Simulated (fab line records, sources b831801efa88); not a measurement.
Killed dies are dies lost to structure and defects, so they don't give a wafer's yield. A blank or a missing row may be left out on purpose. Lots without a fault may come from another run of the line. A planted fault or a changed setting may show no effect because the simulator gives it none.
fab line records | flow gf180mcu
record lots=14 wafers=42 last_day=34
route steps=602 shown NWELL@50 VT_IMPLANT@108
lots that met no fault: from a run of the same line without faults
start_h: hours from the record's first day to the start of the lot's first wafer shown | wait_h: hours since the lot's step before | " the same as in the row above | L1.1+2: a row that stands for several wafers | - no value, or no start given | * or withheld: withheld | < > ~ a bound
route shown NAME@n: a module of which the file shows steps, and the number in the route of the first | usual: mean/standard deviation of fault-free wafers | same: alike in all rows | chamber/n: place in a boat | sites: the reading at each site | _std_site: their standard deviation | _edge_site: outer sites' mean less inner sites' | radius_mm: how far each site lies from the wafer's centre | mask NAME#n: copy n | behind: the tool/chamber that last shaped the wafer | hold: why the lot was held/for how many hours/how that ended | device: the transistor (n, p or np) that didn't switch | end of line: the same wafers' tests at the end of the route | a step without rows: its recipe alone | killed: dies lost to structure and defects at the first sort, not the wafer's yield | map: a wafer's dies, x killed, . not, _ none there
set.NAME: the setting as run; set.NAME@STEP: as run at that earlier step | model.NAME: the simulator's own value behind a step, which no gauge read
steps of the route over a sample of lots; a table a step, a row a wafer
services: from which hour (start_h, from the record's first day; less than 0 if before it) a tool's chamber was out of use, for how many hours, and why
## steps
# step GF_NWELL_IMPLANT_08
# recipe species=P energy_kev=450 dose_cm2=1.5e+13 tilt_deg=0
# usual beam_energy_keV=449.98/0.13
# columns lot.wafer tool chamber start_h wait_h beam_energy_keV
L342.1 implanter-04 0 58.00 0.0 449.79
L342.3 " 0 " " 449.98
L342.6 " 0 " " 449.99
L343.1 implanter-02 0 59.90 0.0 449.99
L343.2 " 0 " " 449.89
L343.3 " 0 " " 449.99
L344.2 implanter-02 0 67.65 0.0 450.30
L344.5 " 0 " " 449.83
L344.6 " 0 " " 450.06
L345.1 implanter-02 0 71.71 0.0 449.85
L345.4 " 0 " " 449.77
L345.6 " 0 " " 449.88
L346.2 implanter-04 0 76.77 0.0 450.04
L346.3 " 0 " " 449.95
L346.4 " 0 " " 450.02
L347.3 implanter-04 0 83.50 0.2 449.86
L347.4 " 0 " " 450.03
L347.5 " 0 " " 449.83
L350.1 implanter-04 0 98.56 0.0 449.90
L350.4 " 0 " " 449.95
L350.6 " 0 " " 449.98
L354.1 implanter-02 0 129.91 0.0 449.87
L354.4 " 0 " " 449.93
L354.5 " 0 " " 449.89
L356.4 implanter-02 0 138.90 4.6 412.82
L356.5 " 0 " " 413.03
L356.6 " 0 " " 413.02
L357.1 implanter-02 0 139.58 1.5 413.20
L357.4 " 0 " " 413.15
L357.6 " 0 " " 413.10
L359.1 implanter-04 0 151.28 0.0 449.97
L359.2 " 0 " " 449.76
L359.6 " 0 " " 449.97
L361.4 implanter-04 0 159.55 0.1 449.86
L361.5 " 0 " " 449.97
L361.6 " 0 " " 450.03
L362.1 implanter-04 0 163.85 0.0 449.99
L362.5 " 0 " " 449.80
L362.6 " 0 " " 449.92
L364.1 implanter-04 0 175.50 0.0 449.97
L364.3 " 0 " " 449.88
L364.6 " 0 " " 450.10
# step GF_VT_IMPLANT_OVL_MEAS_18
# usual VT_IMPLANT_01_OVL=0.7/1.5
# columns lot.wafer tool chamber start_h wait_h VT_IMPLANT_01_OVL[nm]
L342.1 overlay-02 - 128.93 0.1 1.3
L342.3 " - " " 1.7
L342.6 " - " " 2.2
L343.1 overlay-02 - 129.53 0.1 1.1
L343.2 " - " " -0.2
L343.3 " - " " -0.4
L344.2 overlay-01 - 139.57 0.1 3.4
L344.5 " - " " 2.5
L344.6 " - " " 3.6
L345.1 overlay-02 - 143.78 0.1 -2.0
L345.4 " - " " 2.1
L345.6 " - " " -0.3
L346.2 overlay-02 - 154.15 0.1 1.4
L346.3 " - " " 0.2
L346.4 " - " " 1.6
L347.3 overlay-02 - 157.42 0.1 -1.3
L347.4 " - " " 0.1
L347.5 " - " " 0.3
L350.1 overlay-02 - 175.28 0.1 0.0
L350.4 " - " " 0.4
L350.6 " - " " 0.2
L354.1 overlay-01 - 213.69 0.1 1.1
L354.4 " - " " 0.7
L354.5 " - " " 0.8
L356.4 overlay-01 - 223.18 0.1 0.1
L356.5 " - " " -0.2
L356.6 " - " " 1.9
L357.1 overlay-01 - 223.46 0.1 -2.5
L357.4 " - " " -3.1
L357.6 " - " " -4.4
L359.1 overlay-02 - 237.84 0.1 2.2
L359.2 " - " " -0.2
L359.6 " - " " -0.7
L361.4 overlay-02 - 247.28 0.1 -0.7
L361.5 " - " " -1.7
L361.6 " - " " -1.6
L362.1 overlay-01 - 252.96 0.1 1.6
L362.5 " - " " -0.7
L362.6 " - " " 1.3
L364.1 overlay-02 - 264.53 0.1 3.4
L364.3 " - " " 1.3
L364.6 " - " " 1.0
# step GF_VT_IMPLANT_OVL_MEAS_40
# usual VT_IMPLANT_03_OVL=-0.6/1.4
# columns lot.wafer tool chamber start_h wait_h VT_IMPLANT_03_OVL[nm]
L342.1 overlay-01 - 159.21 0.1 -2.4
L342.3 " - " " -0.9
L342.6 " - " " -2.9
L343.1 overlay-02 - 160.03 0.1 -2.8
L343.2 " - " " -1.0
L343.3 " - " " -2.1
L344.2 overlay-01 - 171.54 0.1 -0.5
L344.5 " - " " -0.3
L344.6 " - " " -1.5
L345.1 overlay-02 - 176.11 0.1 -1.3
L345.4 " - " " -0.8
L345.6 " - " " -1.6
L346.2 overlay-02 - 185.99 0.1 -2.2
L346.3 " - " " -2.0
L346.4 " - " " -2.8
L347.3 overlay-02 - 190.32 0.1 0.9
L347.4 " - " " 0.5
L347.5 " - " " 1.7
L350.1 overlay-01 - 208.51 0.1 -1.8
L350.4 " - " " -1.2
L350.6 " - " " -0.6
L354.1 overlay-01 - 250.04 0.1 0.0
L354.4 " - " " 1.1
L354.5 " - " " -0.4
L356.4 overlay-02 - 261.04 0.1 -2.6
L356.5 " - " " -2.4
L356.6 " - " " -3.2
L357.1 overlay-02 - 261.33 0.1 -2.2
L357.4 " - " " 1.1
L357.6 " - " " -1.1
L359.1 overlay-01 - 276.38 0.1 -0.7
L359.2 " - " " -0.5
L359.6 " - " " -2.2
L361.4 overlay-02 - 286.20 0.1 -0.9
L361.5 " - " " 0.5
L361.6 " - " " -0.4
L362.1 overlay-02 - 291.64 0.1 0.5
L362.5 " - " " -1.7
L362.6 " - " " -1.0
L364.1 overlay-02 - 305.78 0.1 -1.3
L364.3 " - " " -2.2
L364.6 " - " " -1.3
# step GF_VT_IMPLANT_TW_MEAS_43
# usual VT_IMPLANT_4_TW=690/5.3
# columns lot.wafer tool chamber start_h wait_h VT_IMPLANT_4_TW
L342.1 film_metro-04 - 159.50 0.1 695
L342.3 " - " " 691
L342.6 " - " " 693
L343.1 film_metro-04 - 160.31 0.1 690
L343.2 " - " " 691
L343.3 " - " " 688
L344.2 film_metro-04 - 171.83 0.1 698
L344.5 " - " " 697
L344.6 " - " " 693
L345.1 film_metro-04 - 176.40 0.1 689
L345.4 " - " " 689
L345.6 " - " " 693
L346.2 film_metro-01 - 186.28 0.1 692
L346.3 " - " " 690
L346.4 " - " " 690
L347.3 film_metro-03 - 190.62 0.1 683
L347.4 " - " " 683
L347.5 " - " " 683
L350.1 film_metro-04 - 208.80 0.1 688
L350.4 " - " " 687
L350.6 " - " " 685
L354.1 film_metro-04 - 250.32 0.1 697
L354.4 " - " " 697
L354.5 " - " " 696
L356.4 film_metro-01 - 261.46 0.2 687
L356.5 " - " " 685
L356.6 " - " " 687
L357.1 film_metro-01 - 261.61 0.1 689
L357.4 " - " " 687
L357.6 " - " " 687
L359.1 film_metro-04 - 276.66 0.1 697
L359.2 " - " " 696
L359.6 " - " " 693
L361.4 film_metro-01 - 286.65 0.1 689
L361.5 " - " " 693
L361.6 " - " " 693
L362.1 film_metro-04 - 291.92 0.1 698
L362.5 " - " " 699
L362.6 " - " " 694
L364.1 film_metro-03 - 306.06 0.1 679
L364.3 " - " " 683
L364.6 " - " " 681
# step GF_VT_IMPLANT_RS_MEAS_47
# recipe thk_meas_gauge=four-point-probe
# usual NWELL_RS=488.7/1.3
# columns lot.wafer tool chamber start_h wait_h NWELL_RS[ohm/sq]
L342.1 film_metro-01 - 159.83 0.1 488.8
L342.3 " - " " 487.6
L342.6 " - " " 486.9
L343.1 film_metro-01 - 160.65 0.1 489.4
L343.2 " - " " 487.7
L343.3 " - " " 489.7
L344.2 film_metro-01 - 172.17 0.1 488.9
L344.5 " - " " 489.4
L344.6 " - " " 489.5
L345.1 film_metro-02 - 176.79 0.1 488.3
L345.4 " - " " 489.2
L345.6 " - " " 489.6
L346.2 film_metro-04 - 186.62 0.1 487.7
L346.3 " - " " 488.6
L346.4 " - " " 487.9
L347.3 film_metro-04 - 191.02 0.1 489.3
L347.4 " - " " 488.9
L347.5 " - " " 488.3
L350.1 film_metro-01 - 209.13 0.1 490.4
L350.4 " - " " 490.2
L350.6 " - " " 489.5
L354.1 film_metro-02 - 250.70 0.1 490.3
L354.4 " - " " 489.4
L354.5 " - " " 488.3
L356.4 film_metro-02 - 261.87 0.1 494.9
L356.5 " - " " 495.6
L356.6 " - " " 493.3
L357.1 film_metro-01 - 261.99 0.1 497.7
L357.4 " - " " 497.5
L357.6 " - " " 497.1
L359.1 film_metro-04 - 277.04 0.1 489.0
L359.2 " - " " 489.2
L359.6 " - " " 489.6
L361.4 film_metro-04 - 287.01 0.1 488.9
L361.5 " - " " 489.9
L361.6 " - " " 489.0
L362.1 film_metro-01 - 292.26 0.1 489.1
L362.5 " - " " 489.0
L362.6 " - " " 488.8
L364.1 film_metro-01 - 306.39 0.1 489.1
L364.3 " - " " 489.9
L364.6 " - " " 489.5
## services
# columns tool chamber start_h hours kind
implanter-04 - 70.27 3.7 pm
implanter-02 - 75.06 26.9 pm
implanter-02 - 111.31 5.1 pm
implanter-04 - 132.80 15.8 pm
implanter-02 - 133.98 4.5 repair
implanter-02 - 148.98 0.7 repair
## key
first_sign step=GF_NWELL_IMPLANT_08 reading=beam_energy_keV direction=down sigmas=99+ usual=449.98 struck=413.05
effect step=GF_VT_IMPLANT_RS_MEAS_47 reading=NWELL_RS direction=up sigmas=5.8 usual=488.7 struck=496.0
met_at GF_NWELL_IMPLANT_08
struck_lots L356,L357
tester_left_out L356,L357
not_acting_at GF_VT_IMPLANT_OVL_MEAS_18,GF_VT_IMPLANT_OVL_MEAS_40,GF_VT_IMPLANT_TW_MEAS_43
onset_between 129.91 138.90
fault kind=process_parameter_drift tool=implanter-02 chamber=- onset_h=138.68 steps=GF_NWELL_IMPLANT_08 channel=energy_kev offset=-37.001 shape=step end_h=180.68 acts_in=these_recipes_only stated=450
# tester_left_out: of these lots the tester's yield and bins aren't shown, on N5 and GAA mostly nor the transistor test; their killed dies are dies lost to structure and defects alone, not to doping, threshold or leakage, so they don't give the yield
